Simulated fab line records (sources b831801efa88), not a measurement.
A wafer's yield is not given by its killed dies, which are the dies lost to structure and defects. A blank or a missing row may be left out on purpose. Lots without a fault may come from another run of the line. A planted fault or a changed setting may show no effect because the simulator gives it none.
2 desks looking at one fault	flow gf180mcu	each desk holds nothing but its own numbers, with what lay behind them at the end

AT THE METROLOGY DESK
What the gauges read for every lot (on any tool): the sampled wafers with a number, averaged. Any lot whose mean is over 4 standard deviations away from the usual mean is out of limits and marked OUT; that distance is given in the brackets.
Columns: A = STI_OXIDATION_THK at GF_STI_THK_MEAS_02, usual 9.98 nm; B = STI_CVD_03_THK at GF_STI_THK_MEAS_04, usual 207.8 nm
lot	first seen here	A	B
L751	day 1 21:31	9.82	209.3
L752	day 2 03:59	9.67	208.2
L757	day 3 04:46	9.83	208.9
L758	day 3 12:23	10.16	208.1
L762	day 4 06:18	9.69	207.6
L763	day 4 13:41	10.18	209.2
L764	day 4 15:15	10.05	203.7
L766	day 5 02:00	10.07	206.4
L767	day 5 05:32	10.16	207.2
L768	day 5 14:34	10.15	208.8
L769	day 5 17:12	9.89	207.2
L771	day 6 04:14	10.19	208.5
L772	day 6 08:18	10.30	209.2
Result from this desk: across the 13 lots, nothing is out of limits.

DESK OF THE TOOL OWNER: plasma asher-03
The tool's own readings at GF_VT_IMPLANT_STRIP_31 (strips in O2/N2): means of the sampled wafers that have a number, for each lot that ran on this tool. Any lot whose mean is over 4 standard deviations away from the usual mean is out of limits and marked OUT; that distance is given in the brackets.
Columns: A = chamber pressure mTorr at GF_VT_IMPLANT_STRIP_31, usual 1500.0 mTorr; B = drypump motor current A at GF_VT_IMPLANT_STRIP_31, usual 5.99 A; C = heater power w at GF_VT_IMPLANT_STRIP_31, usual 333 W; D = oes product au at GF_VT_IMPLANT_STRIP_31, usual 0.716 a.u.; E = strip time to endpoint s at GF_VT_IMPLANT_STRIP_31, usual 12.64 s
lot	first seen here	A	B	C	D	E
L752	day 7 10:21	1500.9	5.89	346	0.712	12.67
L757	day 9 07:30	1300.5 (-99 or more) OUT	5.88	350	0.691 (-5.7) OUT	13.25 (+17) OUT
L758	day 9 11:36	1300.1 (-99 or more) OUT	5.87	347	0.691 (-5.8) OUT	13.31 (+18) OUT
L767	day 11 20:45	1498.6	5.89	347	0.717	12.62
L768	day 12 04:43	1501.7	5.89	355	0.714	12.63
L769	day 12 05:19	1500.9	5.70	371	0.716	12.67
L772	day 13 02:34	1499.5	5.90	347	0.715	12.62
This desk finds L757, L758 out of limits, L757 being first, at day 9 07:30 (chamber pressure mTorr at GF_VT_IMPLANT_STRIP_31). L752, L767, L768, L769, L772: within limits.

ALL TOGETHER
On L757, L758, at day 9 07:30, an alarm was possible from the tool owner's desk.
From the metrology desk's view, nothing was out of limits.
The metrology desk has L757, L758 on record, within its limits.
GF_VT_IMPLANT_STRIP_31 was run on plasma asher-03 by each of the lots named.

WHAT THE SIMULATOR HAD PUT IN
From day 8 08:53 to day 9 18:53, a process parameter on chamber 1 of plasma asher-03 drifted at GF_VT_IMPLANT_STRIP_31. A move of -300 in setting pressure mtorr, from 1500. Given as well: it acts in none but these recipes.
Shown lots that were struck: L757, L758.
Time in hours from fault onset to the first out-of-limits reading at each desk: the tool owner's desk, 23.
